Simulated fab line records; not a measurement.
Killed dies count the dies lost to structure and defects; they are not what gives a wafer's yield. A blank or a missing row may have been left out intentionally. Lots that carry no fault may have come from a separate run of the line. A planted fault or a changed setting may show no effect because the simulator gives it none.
Which of the tools did it? ; flow gf180mcu ; 24 lots with 72 wafers sampled at 5 steps, on a route of 602 steps

WHAT THE GAUGES READ, wafer by wafer
GF_M3_THK_MEAS_06: measures by xrf. Usual: M3_ALCU_THK typically reads 444 nm, with standard deviation 6.8.
lot;measured;on;M3_ALCU_THK (nm);flag
L074;day 20 00:36;film-metro-04;450 447 443;
L075;day 20 14:13;film-metro-01;442 439 448;
L076;day 21 05:55;film-metro-01;442 449 441;
L077;day 21 07:38;film-metro-02;444 439 446;
L078;day 21 22:12;film-metro-02;440 445 443;
L079;day 22 06:29;film-metro-01;439 439 442;
L080;day 22 18:14;film-metro-01;446 441 441;
L081;day 22 22:46;film-metro-01;451 445 443;
L082;day 23 05:12;film-metro-01;459 451 450;
L083;day 23 16:09;film-metro-04;452 456 454;
L084;day 24 02:26;film-metro-02;446 439 436;
L085;day 24 10:02;film-metro-04;442 449 443;
L086;day 24 19:43;film-metro-01;434 443 437;
L087;day 25 01:33;film-metro-04;458 448 445;
L088;day 25 08:10;film-metro-02;441 423 439;
L089;day 25 23:53;film-metro-02;445 430 444;
L090;day 26 04:24;film-metro-04;460 444 452;
L091;day 26 09:27;film-metro-02;436 450 454;
L092;day 26 11:47;film-metro-04;452 444 439;
L093;day 26 21:48;film-metro-04;460 450 453;
L094;day 27 11:52;film-metro-04;455 443 437;
L095;day 27 13:57;film-metro-04;446 455 443;
L096;day 28 14:04;film-metro-04;453 449 448;
L097;day 28 16:46;film-metro-02;448 445 447;

GF_V4_BOW_MEAS_05. Usual: V4_BOW typically reads 135 um, with standard deviation 9.2.
lot;measured;on;V4_BOW (um);flag
L074;day 23 02:41;film-metro-03;131 133 134;
L075;day 23 16:25;film-metro-03;151 134 143;
L076;day 24 07:30;film-metro-01;136 134 125;
L077;day 24 09:25;film-metro-03;153 160 141;
L078;day 25 00:23;film-metro-02;141 130 130;
L079;day 25 07:20;film-metro-03;140 151 149;
L080;day 25 17:37;film-metro-02;147 143 140;
L081;day 25 22:41;film-metro-01;130 133 137;
L082;day 26 03:39;film-metro-01;128 123 132;
L083;day 26 13:19;film-metro-03;134 134 136;
L084;day 26 23:27;film-metro-01;149 135 137;
L085;day 27 12:05;film-metro-02;140 145 142;
L086;day 27 14:23;film-metro-02;128 119 123;
L087;day 28 13:49;film-metro-03;123 132 144;
L088;day 28 16:46;film-metro-01;120 119 130;
L089;day 29 00:43;film-metro-03;151 150 141;
L090;day 29 03:49;film-metro-03;134 149 136;
L091;day 29 07:03;film-metro-01;153 144 142;
L092;day 29 07:37;film-metro-03;138 124 131;
L093;day 29 17:38;film-metro-02;119 128 128;
L094;day 30 02:17;film-metro-02;128 135 128;
L095;day 30 07:14;film-metro-02;133 135 135;
L096;day 30 15:44;film-metro-03;137 143 125;
L097;day 30 21:14;film-metro-03;132 131 133;

EACH LOT AND THE TOOL THAT RAN IT (in order: tool; ch and the chambers of the sampled wafers; start)
lot;GF_V1_SPUTTER_22;GF_V2_ETCH_16;GF_V2_SPUTTER_21
L074;pvd-sputter-01, day 17 21:03;rie-diel-03 ch 2,3, day 19 22:51;pvd-sputter-02, day 19 23:32
L075;pvd-sputter-02, day 18 10:30;rie-diel-03 ch 1,3, day 20 12:29;pvd-sputter-01, day 20 13:10
L076;pvd-sputter-01, day 19 00:31;rie-diel-01 ch 0,1, day 21 04:12;pvd-sputter-03, day 21 04:52
L077;pvd-sputter-02, day 19 02:11;rie-diel-03 ch 0,1, day 21 05:56;pvd-sputter-01, day 21 06:37
L078;pvd-sputter-04, day 19 17:44;rie-diel-03 ch 0,1, day 21 20:26;pvd-sputter-02, day 21 21:09
L079;pvd-sputter-01, day 20 01:41;rie-diel-04 ch 0,2,3, day 22 04:47;pvd-sputter-01, day 22 05:28
L080;pvd-sputter-04, day 20 15:16;rie-diel-03 ch 0,3, day 22 16:17;pvd-sputter-01, day 22 16:58
L081;pvd-sputter-02, day 20 20:19;rie-diel-04 ch 0,1,2, day 22 21:02;pvd-sputter-03, day 22 21:44
L082;pvd-sputter-01, day 21 02:34;rie-diel-03 ch 0,1,3, day 23 03:30;pvd-sputter-03, day 23 04:10
L083;pvd-sputter-02, day 21 14:01;rie-diel-03 ch 1,2,3, day 23 14:26;pvd-sputter-01, day 23 15:07
L084;pvd-sputter-02, day 22 00:02;rie-diel-03 ch 1,2, day 24 00:45;pvd-sputter-02, day 24 01:25
L085;pvd-sputter-01, day 22 06:51;rie-diel-01 ch 0,1,3, day 24 08:20;pvd-sputter-02, day 24 08:59
L086;pvd-sputter-01, day 22 19:16;rie-diel-04 ch 1,3, day 24 18:00;pvd-sputter-01, day 24 18:40
L087;pvd-sputter-02, day 22 23:56;rie-diel-04 ch 1,2,3, day 24 22:42;pvd-sputter-02, day 24 23:22
L088;pvd-sputter-02, day 23 07:52;rie-diel-01 ch 1,2, day 25 06:26;pvd-sputter-03, day 25 07:07
L089;pvd-sputter-04, day 23 22:25;rie-diel-01 ch 1,3, day 25 22:07;pvd-sputter-01, day 25 22:46
L090;pvd-sputter-02, day 24 05:52;rie-diel-03 ch 1,2,3, day 26 02:41;pvd-sputter-02, day 26 03:21
L091;pvd-sputter-02, day 24 11:14;rie-diel-04 ch 2,3, day 26 07:44;pvd-sputter-02, day 26 08:25
L092;pvd-sputter-02, day 24 13:43;rie-diel-03 ch 0,2, day 26 10:03;pvd-sputter-03, day 26 10:45
L093;pvd-sputter-01, day 24 22:41;rie-diel-01 ch 0,2, day 26 20:03;pvd-sputter-01, day 26 20:45
L094;pvd-sputter-04, day 25 08:09;rie-diel-01 ch 0,1,3, day 27 10:10;pvd-sputter-03, day 27 10:50
L095;pvd-sputter-02, day 25 15:14;rie-diel-01 ch 1,3, day 27 12:13;pvd-sputter-01, day 27 12:52
L096;pvd-sputter-04, day 25 23:26;rie-diel-03 ch 0,2,3, day 28 12:06;pvd-sputter-01, day 28 12:47
L097;pvd-sputter-04, day 26 05:10;rie-diel-01 ch 0,1,2, day 28 14:52;pvd-sputter-01, day 28 15:41
- GF_V1_SPUTTER_22: material TiN, target thk 10 nm, time 40 s.
- GF_V2_ETCH_16: etches BARC in N2/H2.
- GF_V2_SPUTTER_21: material Ti, target thk 15 nm, time 80.02 s.

AS READ BY THE TOOLS THEMSELVES (means over the sampled wafers that have a number; for cases with no such wafer, the mark the record gives instead)
GF_V1_SPUTTER_22. Usual: 30.4 % for throttle-valve-pct, sd 0.78.
lot;tool;throttle-valve-pct (%);flag
L074;pvd-sputter-01;30.6;
L075;pvd-sputter-02;30.8;
L076;pvd-sputter-01;30.5;
L077;pvd-sputter-02;30.4;
L078;pvd-sputter-04;30.1;
L079;pvd-sputter-01;30.4;
L080;pvd-sputter-04;30.3;
L081;pvd-sputter-02;29.4;
L082;pvd-sputter-01;30.6;
L083;pvd-sputter-02;31.5;
L084;pvd-sputter-02;30.5;
L085;pvd-sputter-01;30.7;
L086;pvd-sputter-01;30.8;
L087;pvd-sputter-02;30.9;
L088;pvd-sputter-02;30.5;
L089;pvd-sputter-04;30.2;
L090;pvd-sputter-02;30.0;
L091;pvd-sputter-02;30.3;
L092;pvd-sputter-02;30.9;
L093;pvd-sputter-01;30.8;
L094;pvd-sputter-04;29.9;
L095;pvd-sputter-02;29.6;
L096;pvd-sputter-04;30.3;
L097;pvd-sputter-04;30.3;

GF_V2_ETCH_16. Usual: drypump-motor-current-A 5.7 A, standard deviation 0.62; n2-flow-sccm 99.99 sccm, standard deviation 0.26; oes-product-au 0.855 a.u., standard deviation 0.0046; throttle-valve-pct 13.225 %, standard deviation 0.01.
lot;tool;drypump-motor-current-A (A);n2-flow-sccm (sccm);oes-product-au (a.u.);throttle-valve-pct (%);flag
L074;rie-diel-03;5.0;99.78;0.855;13.230;
L075;rie-diel-03;5.0;99.74;0.859;13.230;
L076;rie-diel-01;6.6;99.91;0.852;13.225;
L077;rie-diel-03;5.4;100.19;0.856;13.230;
L078;rie-diel-03;5.2;99.98;0.855;13.224;
L079;rie-diel-04;6.4;100.09;0.854;13.231;
L080;rie-diel-03;5.3;100.19;0.852;13.215;
L081;rie-diel-04;6.0;99.82;0.856;13.221;
L082;rie-diel-03;5.2;99.87;0.849;13.224;
L083;rie-diel-03;5.0;100.06;0.861;13.224;
L084;rie-diel-03;5.0;99.94;0.855;13.222;
L085;rie-diel-01;6.3;99.89;0.861;13.226;
L086;rie-diel-04;6.1;99.83;0.856;13.221;
L087;rie-diel-04;6.1;99.98;0.848;13.226;
L088;rie-diel-01;6.2;99.98;0.854;13.223;
L089;rie-diel-01;6.3;100.13;0.850;13.223;
L090;rie-diel-03;5.0;100.17;0.854;13.230;
L091;rie-diel-04;6.4;99.55;0.859;13.246;
L092;rie-diel-03;5.2;100.10;0.855;13.215;
L093;rie-diel-01;5.9;99.93;0.856;13.225;
L094;rie-diel-01;6.3;99.99;0.850;13.223;
L095;rie-diel-01;6.3;99.66;0.852;13.229;
L096;rie-diel-03;5.3;100.23;0.853;13.216;
L097;rie-diel-01;6.3;99.89;0.857;13.223;

GF_V2_SPUTTER_21. Usual: substrate-temp-c 199.99 C, standard deviation 0.16; throttle-valve-pct 30.6 %, standard deviation 0.64.
lot;tool;substrate-temp-c (C);throttle-valve-pct (%);flag
L074;pvd-sputter-02;200.00;30.7;
L075;pvd-sputter-01;199.94;30.2;
L076;pvd-sputter-03;199.96;30.7;
L077;pvd-sputter-01;200.23;30.6;
L078;pvd-sputter-02;199.90;30.5;
L079;pvd-sputter-01;200.04;30.6;
L080;pvd-sputter-01;199.89;30.3;
L081;pvd-sputter-03;199.84;30.7;
L082;pvd-sputter-03;199.86;30.8;
L083;pvd-sputter-01;200.01;30.6;
L084;pvd-sputter-02;200.00;31.4;
L085;pvd-sputter-02;200.10;30.6;
L086;pvd-sputter-01;200.07;30.7;
L087;pvd-sputter-02;199.90;30.3;
L088;pvd-sputter-03;199.88;30.7;
L089;pvd-sputter-01;199.90;30.6;
L090;pvd-sputter-02;200.15;30.4;
L091;pvd-sputter-02;200.05;30.9;
L092;pvd-sputter-03;199.92;30.6;
L093;pvd-sputter-01;199.99;30.7;
L094;pvd-sputter-03;200.12;30.6;
L095;pvd-sputter-01;200.16;30.7;
L096;pvd-sputter-01;199.97;30.5;
L097;pvd-sputter-01;200.12;30.6;

THE ANSWER, worked out from the rows above alone
Rule: lot off if the mean of its wafers having a number is beyond 3 standard deviations from the usual mean. Also off: a lot with no number at a reading for which 4 or more lots have one. All remaining lots with rows at the step are treated as sound. First the gauges in route order, then the tools' own readings, where a lot's mean is used as printed above. At the first step where some lot is off, the reading lying furthest off is the one used; lots without a number count as furthest.
No lot is off on any of the readings shown, so nothing can be concluded from this.

WHAT HAD BEEN PUT IN BY THE SIMULATOR
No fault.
